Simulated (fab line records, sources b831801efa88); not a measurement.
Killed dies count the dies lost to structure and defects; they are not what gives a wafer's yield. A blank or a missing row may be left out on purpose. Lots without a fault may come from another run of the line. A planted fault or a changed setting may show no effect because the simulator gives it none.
fab line records	flow sky130
record: lots: 5	wafers: 15	last_day: 50
route steps=708 shown VT_ADJUST_PCH@146 SONOS_TUNNEL@154 PAD_OPEN@708
lots that met no fault: from a run of the same line without faults
start_h: hours from the record's first day to the start of the lot's first wafer shown	wait_h: hours elapsed since this lot's preceding step	" the same as in the row above	L1.1+2: a single row standing in for several wafers	- no value, or no start was given	* or withheld: withheld	< > ~ a bound
route shown NAME@n: a module of which the file shows steps, and the number in the route of the first	usual: mean/standard deviation of fault-free wafers	same: alike in all rows	chamber/n: place in a boat	sites: readings site by site	_std_site: standard deviation of those values	_edge_site: inner sites' mean taken away from outer sites' mean	radius_mm: how far each site lies from the wafer's centre	mask NAME#n: copy n	behind: the tool/chamber that last shaped the wafer	hold: cause of the lot's hold/its duration in hours/its outcome	device: transistor that didn't switch, given as n, p or np	end of line: tests run on the same wafers once the route is complete	a step given without rows: its recipe and nothing more	killed: the dies lost at the first sort to structure and to defects; this is not the yield of the wafer	map: shows each die of a wafer: x if killed, . if not, _ if none is there
set.NAME: the run value of the setting; set.NAME@STEP: its run value at that earlier step	model.NAME: the simulator's own value behind a step, which no gauge read
lots at selected steps of the route; one table per step, one row per wafer
services: the hour from which a tool's chamber was out of use, counted from the record's first day as start_h (under 0 if before that day), plus the number of hours and why
== steps ==
step: SKY_VT_ADJUST_PCH_SOFTBAKE_03
recipe: temp_c: 110	time_s: withheld
step: SKY_VT_ADJUST_PCH_EXPOSE_04
recipe: mask_id: NWM	na: 0.6	source_shape: conventional	sigma_outer: 0.6	polarization: unpolarized	target_cd_nm: 840	dose_mj: 255
step: SKY_VT_ADJUST_PCH_PEB_05
recipe: temp_c: 115	time_s: withheld
step: SKY_VT_ADJUST_PCH_DEVELOP_06
recipe: wall_angle_deg: 90	developer: TMAH	develop_time_s: 60	dev_temp_c: 23
step: SKY_VT_ADJUST_PCH_OVL_MEAS_07
usual: VT_ADJUST_PCH_OVL: -0.2/1.6
lot.wafer	tool	chamber	start_h	wait_h	VT_ADJUST_PCH_OVL[nm]
L996.1	overlay-01	-	240.48	-	3.1
L996.3	"	-	"	"	2.4
L996.6	"	-	"	"	1.3
L108.1	overlay-01	-	327.86	-	2.5
L108.2	"	-	"	"	2.4
L108.6	"	-	"	"	2.1
L110.2	overlay-01	-	342.92	-	1.2
L110.4	"	-	"	"	1.4
L110.6	"	-	"	"	2.0
L114.1	overlay-02	-	370.74	-	1.3
L114.2	"	-	"	"	2.7
L114.3	"	-	"	"	0.8
L116.2	overlay-01	-	391.47	-	-0.2
L116.3	"	-	"	"	-1.2
L116.4	"	-	"	"	-1.9
step: SKY_VT_ADJUST_PCH_IMPLANT_08
recipe: species: B	energy_kev: 10	dose_cm2: 5e+11	tilt_deg: withheld
step: SKY_VT_ADJUST_PCH_STRIP_09
recipe: chemistry: O2/N2	power_w: 1400	pressure_mtorr: 1500	platen_temp_c: withheld	o2_flow_sccm: 3000	n2_flow_sccm: 300	overash_fraction: 0.5
usual: drypump_motor_current_A: 5.5/0.46	oes_product_au: 0.723/0.0046	strip_time_to_endpoint_s: 36.93/0.13
same: overash_fraction: 0.5
lot.wafer	tool	chamber	start_h	wait_h	drypump_motor_current_A	oes_product_au	rf_hours_counter_h	strip_time_to_endpoint_s
L996.1	plasma_asher-02	0	240.66	0.1	5.2	0.728	55	37.19
L996.3	"	0	"	"	5.2	0.723	-	37.09
L996.6	"	0	"	"	5.2	0.722	-	37.22
L108.1	plasma_asher-04	1	328.05	0.1	4.9	0.726	21	36.95
L108.2	"	0	"	"	5.5	0.713	21	36.95
L108.6	"	0	"	"	5.5	0.714	-	37.02
L110.2	plasma_asher-04	1	343.10	0.1	4.9	0.716	23	36.76
L110.4	"	1	"	"	4.9	0.711	-	36.88
L110.6	"	1	"	"	4.9	0.724	-	36.70
L114.1	plasma_asher-04	0	370.93	0.1	5.5	0.729	25	36.79
L114.2	"	1	"	"	4.9	0.722	25	36.76
L114.3	"	0	"	"	5.5	0.716	-	36.90
L116.2	plasma_asher-03	1	391.65	0.1	6.2	0.724	59	36.93
L116.3	"	0	"	"	5.3	0.717	-	36.97
L116.4	"	1	"	"	6.2	0.718	-	36.92
step: SKY_VT_ADJUST_PCH_TW_MEAS_10
usual: VT_ADJUST_PCH_TW: 141.8/0.62
lot.wafer	tool	chamber	start_h	wait_h	VT_ADJUST_PCH_TW
L996.1	film_metro-02	-	240.76	0.1	142.2
L996.3	"	-	"	"	142.1
L996.6	"	-	"	"	141.4
L108.1	film_metro-03	-	328.15	0.1	142.6
L108.2	"	-	"	"	141.6
L108.6	"	-	"	"	142.0
L110.2	film_metro-03	-	343.21	0.1	143.1
L110.4	"	-	"	"	141.7
L110.6	"	-	"	"	142.1
L114.1	film_metro-03	-	371.03	0.1	141.9
L114.2	"	-	"	"	141.0
L114.3	"	-	"	"	141.2
L116.2	film_metro-01	-	391.76	0.1	141.2
L116.3	"	-	"	"	141.4
L116.4	"	-	"	"	141.7
step: SKY_SONOS_TUNNEL_DEHYDRATE_00
recipe: temp_c: 200	time_s: 60
step: SKY_SONOS_TUNNEL_HMDS_01
recipe: prime_time_s: 60	prime_temp_c: 120
step: SKY_SONOS_TUNNEL_COAT_02
recipe: resist: NOVOLAK	spin_rpm: 3000	resist_thk_nm: 1140
step: SKY_SONOS_TUNNEL_SOFTBAKE_03
recipe: temp_c: 90	time_s: 60	resist: NOVOLAK
step: SKY_SONOS_TUNNEL_EXPOSE_04
recipe: mask_id: TUNM	na: 0.6	source_shape: conventional	sigma_outer: 0.6	polarization: unpolarized	target_cd_nm: 410	dose_mj: 136
lot.wafer	tool	chamber	start_h	wait_h	mask
L996.1+3+6	iline_stepper-01	0	253.22	-	TUNM#0
L108.1+2+6	iline_stepper-02	0	341.72	-	NWM#0
L110.2+4+6	iline_stepper-02	0	356.11	-	TUNM#0
L114.1+2+3	iline_stepper-02	0	385.75	-	TUNM#0
L116.2+3+4	iline_stepper-01	0	407.22	-	TUNM#0
step: SKY_SONOS_TUNNEL_PEB_05
recipe: temp_c: withheld	time_s: *	resist: NOVOLAK
step: SKY_SONOS_TUNNEL_DEVELOP_06
recipe: resist: NOVOLAK	developer: TMAH	develop_time_s: 60	dev_temp_c: 23
step: SKY_SONOS_TUNNEL_CD_MEAS_07
recipe: target_cd_nm: 410
usual: cd_nm: 410.4/2.3
lot.wafer	tool	chamber	start_h	wait_h	cd_nm
L996.1	cd_sem-02	-	264.91	0.1	406.7
L996.3	"	-	"	"	408.0
L996.6	"	-	"	"	406.6
L108.1	cd_sem-01	-	353.98	0.1	-
L108.2	"	-	"	"	-
L108.6	"	-	"	"	-
L110.2	cd_sem-01	-	369.50	0.1	411.7
L110.4	"	-	"	"	413.1
L110.6	"	-	"	"	414.1
L114.1	cd_sem-02	-	399.39	0.1	406.8
L114.2	"	-	"	"	409.6
L114.3	"	-	"	"	408.7
L116.2	cd_sem-02	-	421.88	0.1	416.3
L116.3	"	-	"	"	416.4
L116.4	"	-	"	"	414.8
step: SKY_SONOS_TUNNEL_OVL_MEAS_08
usual: SONOS_TUNNEL_OVL: 0.2/1.4
lot.wafer	tool	chamber	start_h	wait_h	SONOS_TUNNEL_OVL[nm]
L996.1	overlay-02	-	265.03	0.1	-1.6
L996.3	"	-	"	"	-3.8
L996.6	"	-	"	"	-2.1
L108.1	overlay-01	-	354.10	0.1	-
L108.2	"	-	"	"	-
L108.6	"	-	"	"	-
L110.2	overlay-01	-	369.60	0.1	-0.3
L110.4	"	-	"	"	0.3
L110.6	"	-	"	"	-0.5
L114.1	overlay-02	-	399.51	0.1	0.7
L114.2	"	-	"	"	1.0
L114.3	"	-	"	"	1.0
L116.2	overlay-01	-	421.99	0.1	-1.7
L116.3	"	-	"	"	-1.3
L116.4	"	-	"	"	-1.6
step: SKY_SONOS_TUNNEL_IMPLANT_09
recipe: species: B	energy_kev: 20	dose_cm2: 1e+12	tilt_deg: withheld
step: SKY_SONOS_TUNNEL_WET_ETCH_10
recipe: chemistry: dHF	target_depth_nm: 14	target: SiO2	dilution: 100:1	temp_c: 25	time_s: 280
step: SKY_SONOS_TUNNEL_STRIP_11
recipe: chemistry: SPM	time_s: 600	temp_c: 130
step: SKY_SONOS_TUNNEL_TW_MEAS_12
usual: SONOS_TUNNEL_TW: 197.2/1.7
lot.wafer	tool	chamber	start_h	wait_h	SONOS_TUNNEL_TW
L996.1	film_metro-03	-	265.48	0.0	196.2
L996.3	"	-	"	"	196.1
L996.6	"	-	"	"	196.1
L108.1	film_metro-04	-	354.55	0.0	30.2
L108.2	"	-	"	"	30.2
L108.6	"	-	"	"	30.4
L110.2	film_metro-02	-	370.06	0.0	196.7
L110.4	"	-	"	"	195.4
L110.6	"	-	"	"	196.4
L114.1	film_metro-04	-	399.96	0.0	198.7
L114.2	"	-	"	"	200.7
L114.3	"	-	"	"	200.3
L116.2	film_metro-02	-	422.45	0.0	195.9
L116.3	"	-	"	"	195.8
L116.4	"	-	"	"	196.0
step: SKY_SONOS_TUNNEL_CLEAN_13
recipe: chemistry: dHF	time_s: 20	dilution: 100:1	dry: ipa_marangoni
step: SKY_PAD_OPEN_PROBE_99
usual: defect_limited_yield: 82.5/2.1	killed_at_M0_to_M3: 44/7.3	killed_at_M4_up: 3.4/1.8	killed_at_contacts: 24/5.8	killed_at_front_end: 15/4.9	killed_at_other: 0.4/0.63	killed_dies: 86/11	killed_open: 47/8	killed_short: 39/6.5	sort_bin_3_pad_short: 0.9/0.38	sort_bin_5_function: 10.4/1.6	sort_bin_6_memory: 6.2/1.2	sort_n_pass: 406/11	sort_yield_pct: 82.5/2.1
same: gross_dies: 492	killed_at_back_side: 0	sort_bin_4_leakage[%]: 0	sort_bin_8_speed[%]: 0
lot.wafer	tool	chamber	start_h	wait_h	defect_limited_yield[%]	killed_at_M0_to_M3	killed_at_M4_up	killed_at_contacts	killed_at_front_end	killed_at_other	killed_dies	killed_open	killed_short	sort_bin_3_pad_short[%]	sort_bin_5_function[%]	sort_bin_6_memory[%]	sort_n_pass	sort_yield_pct[%]
L996.1	prober-02	-	1089.17	0.1	85.0	50	2	12	10	0	74	47	27	0.8	10.4	3.9	418	85.0
L996.3	prober-02	-	1089.27	0.2	83.7	41	4	19	16	0	80	38	42	0.2	9.6	6.5	412	83.7
L996.6	prober-02	-	1089.42	0.2	82.3	47	5	20	14	1	87	48	39	0.8	9.8	7.1	405	82.3
L110.2	prober-02	-	1164.46	0.1	80.3	54	3	25	14	1	97	52	45	1.0	10.8	7.9	395	80.3
L110.4	prober-02	-	1164.56	0.2	81.1	39	0	31	23	0	93	49	44	1.2	10.8	6.9	399	81.1
L110.6	prober-02	-	1164.66	0.2	82.7	46	5	23	11	0	85	52	33	0.8	11.0	5.5	407	82.7
L114.1	prober-02	-	1182.31	0.1	84.1	36	3	16	23	0	78	41	37	0.8	9.3	5.7	414	84.1
L114.2	prober-02	-	1182.36	0.1	82.5	43	5	19	18	1	86	49	37	1.0	10.8	5.7	406	82.5
L114.3	prober-02	-	1182.41	0.2	86.2	35	4	13	16	0	68	33	35	1.0	8.3	4.5	424	86.2
L116.2	prober-02	-	1191.45	0.1	78.9	47	4	30	23	0	104	57	47	1.6	12.8	6.7	388	78.9
L116.3	prober-02	-	1191.50	0.2	78.5	63	3	26	14	0	106	61	45	0.8	12.0	8.7	386	78.5
L116.4	prober-02	-	1191.55	0.2	80.3	49	4	21	23	0	97	52	45	0.8	12.8	6.1	395	80.3
killed by level:class
L996.1 VIA3:geometric_particle:open=9 CONTACT:geometric_particle:open=8 VIA2:geometric_particle:open=8 VIA1:geometric_particle:open=7 METAL2:geometric_particle:short=7 POLY_GATE:geometric_particle:open=4 METAL1:geometric_particle:short=4 LI_CONTACT:geometric_particle:open=3
L996.3 VIA1:geometric_particle:open=10 VIA2:geometric_particle:open=9 LI_CONTACT:geometric_particle:open=5 CONTACT:geometric_particle:short=5 POLY_GATE:geometric_particle:open=4 POLY_GATE:geometric_particle:short=4 VIA3:geometric_particle:short=4 LOCAL_INTERCONNECT:geometric_particle:short=4
L996.6 VIA1:geometric_particle:open=10 VIA3:geometric_particle:open=10 CONTACT:geometric_particle:short=8 CONTACT:geometric_particle:open=6 FIELD_ISO:geometric_particle:short=5 VIA2:geometric_particle:open=5 VIA3:geometric_particle:short=5 FIELD_ISO:geometric_particle:open=4
L110.2 VIA1:geometric_particle:open=17 CONTACT:geometric_particle:open=10 VIA2:geometric_particle:open=8 VIA1:geometric_particle:short=8 LI_CONTACT:geometric_particle:open=7 METAL1:geometric_particle:short=6 LOCAL_INTERCONNECT:geometric_particle:short=5 POLY_GATE:geometric_particle:open=4
L110.4 LI_CONTACT:geometric_particle:open=10 VIA1:geometric_particle:open=9 FIELD_ISO:geometric_particle:short=6 POLY_GATE:geometric_particle:short=6 LI_CONTACT:geometric_particle:short=6 CONTACT:geometric_particle:open=6 FIELD_ISO:geometric_particle:open=5 METAL1:geometric_particle:short=5
L110.6 VIA1:geometric_particle:open=12 VIA2:geometric_particle:open=10 LI_CONTACT:geometric_particle:open=8 VIA3:geometric_particle:open=7 POLY_GATE:geometric_particle:open=6 METAL2:geometric_particle:short=6 CONTACT:geometric_particle:short=5 CONTACT:geometric_particle:open=5
L114.1 POLY_GATE:geometric_particle:short=9 VIA1:geometric_particle:open=8 CONTACT:geometric_particle:open=7 FIELD_ISO:geometric_particle:open=5 FIELD_ISO:geometric_particle:short=5 METAL1:geometric_particle:short=5 VIA3:geometric_particle:open=5 VIA1:geometric_particle:short=5
L114.2 VIA1:geometric_particle:open=13 CONTACT:geometric_particle:open=10 POLY_GATE:geometric_particle:open=6 VIA1:geometric_particle:short=6 METAL1:geometric_particle:short=5 VIA2:geometric_particle:open=5 POLY_GATE:geometric_particle:short=4 CONTACT:geometric_particle:short=4
L114.3 METAL1:geometric_particle:short=8 VIA1:geometric_particle:short=6 CONTACT:geometric_particle:open=5 VIA2:geometric_particle:open=5 FIELD_ISO:geometric_particle:open=4 POLY_GATE:geometric_particle:open=4 VIA1:geometric_particle:open=4 POLY_GATE:geometric_particle:short=3
L116.2 VIA1:geometric_particle:open=12 CONTACT:geometric_particle:open=11 FIELD_ISO:geometric_particle:short=10 LI_CONTACT:geometric_particle:open=9 METAL2:geometric_particle:short=7 METAL1:geometric_particle:short=6 VIA2:geometric_particle:open=5 VIA3:geometric_particle:open=5
L116.3 VIA1:geometric_particle:open=15 CONTACT:geometric_particle:open=9 METAL2:geometric_particle:short=9 VIA2:geometric_particle:open=9 VIA3:geometric_particle:open=8 LI_CONTACT:geometric_particle:open=6 POLY_GATE:geometric_particle:open=5 CONTACT:geometric_particle:short=5
L116.4 VIA1:geometric_particle:open=12 CONTACT:geometric_particle:open=10 VIA2:geometric_particle:open=8 FIELD_ISO:geometric_particle:short=6 METAL2:geometric_particle:short=6 POLY_GATE:geometric_particle:short=5 METAL3:geometric_particle:short=5 FIELD_ISO:geometric_particle:open=4
== services ==
tool	chamber	start_h	hours	kind
iline_stepper-01	-	256.17	2.3	repair
plasma_asher-03	-	272.52	2.7	repair
plasma_asher-03	-	273.02	6.1	repair
plasma_asher-04	-	318.06	2.7	repair
plasma_asher-03	-	328.90	1.2	repair
iline_stepper-02	0	336.24	-	calibration
plasma_asher-02	-	359.23	0.4	repair
iline_stepper-01	0	396.09	-	calibration
iline_stepper-01	-	396.18	1.7	pm
== key ==
first_sign: step: SKY_SONOS_TUNNEL_EXPOSE_04	reading: mask	direction: changed
effect: step: SKY_SONOS_TUNNEL_CD_MEAS_07	reading: cd_nm	direction: missing
effect: step: SKY_SONOS_TUNNEL_OVL_MEAS_08	reading: SONOS_TUNNEL_OVL	direction: missing
effect: step: SKY_SONOS_TUNNEL_TW_MEAS_12	reading: SONOS_TUNNEL_TW	direction: down	sigmas: 99+	usual: 197.2	struck: 30.3
met_at SKY_SONOS_TUNNEL_EXPOSE_04
struck_wafers L108.1,L108.2,L108.6
rows_end L108.1,L108.2,L108.6
fault: kind: wrong_mask	tool: any	chamber: -	onset_h: 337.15	steps: SKY_SONOS_TUNNEL_EXPOSE_04	aux_copy: NWM#0	scope: struck_lots_only
rows_end: these wafers met a further fault down the route, and their rows from its step on are left out
